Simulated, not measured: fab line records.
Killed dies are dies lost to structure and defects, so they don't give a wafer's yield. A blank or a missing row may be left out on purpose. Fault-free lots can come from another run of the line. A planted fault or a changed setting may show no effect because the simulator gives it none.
Matching of chambers / flow gf180mcu / 4 sister chambers for GF_V2_CMP_04 on cmp-01
The step polishes SiO2. 27 wafers are shown with their chamber, then 12 later ones without.

## WAFERS, EACH WITH ITS CHAMBER
wafer=L075.2; chamber=1; motor-current-A (A)=9.3; time-to-endpoint-s (s)=81
wafer=L075.4; chamber=2; motor-current-A (A)=11.1; time-to-endpoint-s (s)=84
wafer=L075.5; chamber=1; motor-current-A (A)=9.4; time-to-endpoint-s (s)=85
wafer=L077.1; chamber=3; motor-current-A (A)=12.1; time-to-endpoint-s (s)=80
wafer=L077.2; chamber=2; motor-current-A (A)=11.1; time-to-endpoint-s (s)=80
wafer=L077.3; chamber=1; motor-current-A (A)=9.5; time-to-endpoint-s (s)=73
wafer=L078.1; chamber=0; motor-current-A (A)=12.2; time-to-endpoint-s (s)=87
wafer=L078.4; chamber=3; motor-current-A (A)=12.4; time-to-endpoint-s (s)=79
wafer=L078.6; chamber=1; motor-current-A (A)=9.4; time-to-endpoint-s (s)=87
wafer=L079.1; chamber=0; motor-current-A (A)=12.3; time-to-endpoint-s (s)=79
wafer=L079.3; chamber=3; motor-current-A (A)=12.8; time-to-endpoint-s (s)=80
wafer=L079.4; chamber=1; motor-current-A (A)=9.4; time-to-endpoint-s (s)=77
wafer=L082.3; chamber=2; motor-current-A (A)=11.0; time-to-endpoint-s (s)=64
wafer=L082.4; chamber=0; motor-current-A (A)=12.7; time-to-endpoint-s (s)=82
wafer=L082.5; chamber=2; motor-current-A (A)=11.0; time-to-endpoint-s (s)=68
wafer=L083.2; chamber=0; motor-current-A (A)=12.5; time-to-endpoint-s (s)=78
wafer=L083.5; chamber=3; motor-current-A (A)=12.0; time-to-endpoint-s (s)=77
wafer=L083.6; chamber=2; motor-current-A (A)=10.7; time-to-endpoint-s (s)=79
wafer=L084.2; chamber=2; motor-current-A (A)=10.2; time-to-endpoint-s (s)=68
wafer=L084.5; chamber=2; motor-current-A (A)=10.7; time-to-endpoint-s (s)=76
wafer=L084.6; chamber=3; motor-current-A (A)=12.4; time-to-endpoint-s (s)=79
wafer=L085.2; chamber=1; motor-current-A (A)=9.3; time-to-endpoint-s (s)=76
wafer=L085.4; chamber=2; motor-current-A (A)=11.6; time-to-endpoint-s (s)=75
wafer=L085.6; chamber=2; motor-current-A (A)=11.0; time-to-endpoint-s (s)=76
wafer=L086.4; chamber=1; motor-current-A (A)=9.5; time-to-endpoint-s (s)=79
wafer=L086.5; chamber=3; motor-current-A (A)=12.7; time-to-endpoint-s (s)=74
wafer=L086.6; chamber=2; motor-current-A (A)=11.0; time-to-endpoint-s (s)=79

SIGNATURES, as means of the wafers listed above
reading=motor-current-A; chamber 0=12.425; chamber 1=9.400; chamber 2=10.940; chamber 3=12.400; scatter within a chamber=0.284
reading=time-to-endpoint-s; chamber 0=81.50; chamber 1=79.71; chamber 2=74.90; chamber 3=78.17; scatter within a chamber=5.04
Rule: for a wafer and a chamber, the distance is found by dividing, reading by reading, the gap between the wafer's reading and the chamber's mean by the reading's scatter, squaring, summing and taking the root. If the next closest chamber is less than 2 further off than the closest, the wafer can't be placed; otherwise it belongs to the closest. The scatter is the square root of a quotient: the sum, over the shown wafers, of each reading's squared deviation from its chamber's mean, divided by wafers minus chambers.

## WAFERS WITH NO CHAMBER GIVEN
wafer=L091.3; motor-current-A (A)=12.8; time-to-endpoint-s (s)=71
wafer=L091.4; motor-current-A (A)=10.5; time-to-endpoint-s (s)=73
wafer=L091.6; motor-current-A (A)=12.6; time-to-endpoint-s (s)=83
wafer=L094.1; motor-current-A (A)=12.3; time-to-endpoint-s (s)=68
wafer=L094.2; motor-current-A (A)=10.9; time-to-endpoint-s (s)=73
wafer=L094.5; motor-current-A (A)=9.4; time-to-endpoint-s (s)=77
wafer=L097.2; motor-current-A (A)=10.6; time-to-endpoint-s (s)=76
wafer=L097.3; motor-current-A (A)=9.6; time-to-endpoint-s (s)=67
wafer=L097.4; motor-current-A (A)=12.4; time-to-endpoint-s (s)=83
wafer=L097.1; motor-current-A (A)=12.4; time-to-endpoint-s (s)=82
wafer=L097.5; motor-current-A (A)=11.6; time-to-endpoint-s (s)=85
wafer=L097.6; motor-current-A (A)=10.9; time-to-endpoint-s (s)=70

## EACH ONE'S CHAMBER
wafer=L091.3; from the rows above=can't be placed: 3 or 0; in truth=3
wafer=L091.4; from the rows above=2; in truth=2
wafer=L091.6; from the rows above=can't be placed: 0 or 3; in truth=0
wafer=L094.1; from the rows above=can't be placed: 3 or 0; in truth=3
wafer=L094.2; from the rows above=2; in truth=2
wafer=L094.5; from the rows above=1; in truth=1
wafer=L097.2; from the rows above=2; in truth=2
wafer=L097.3; from the rows above=1; in truth=1
wafer=L097.4; from the rows above=can't be placed: 0 or 3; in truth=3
wafer=L097.1; from the rows above=can't be placed: 0 or 3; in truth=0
wafer=L097.5; from the rows above=can't be placed: 0 or 2 or 3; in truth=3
wafer=L097.6; from the rows above=2; in truth=2
Placed correctly: 6 of 12. Cannot be placed on the basis of these rows: 6; the candidates contain the true chamber in 6. 0 placed wrongly.
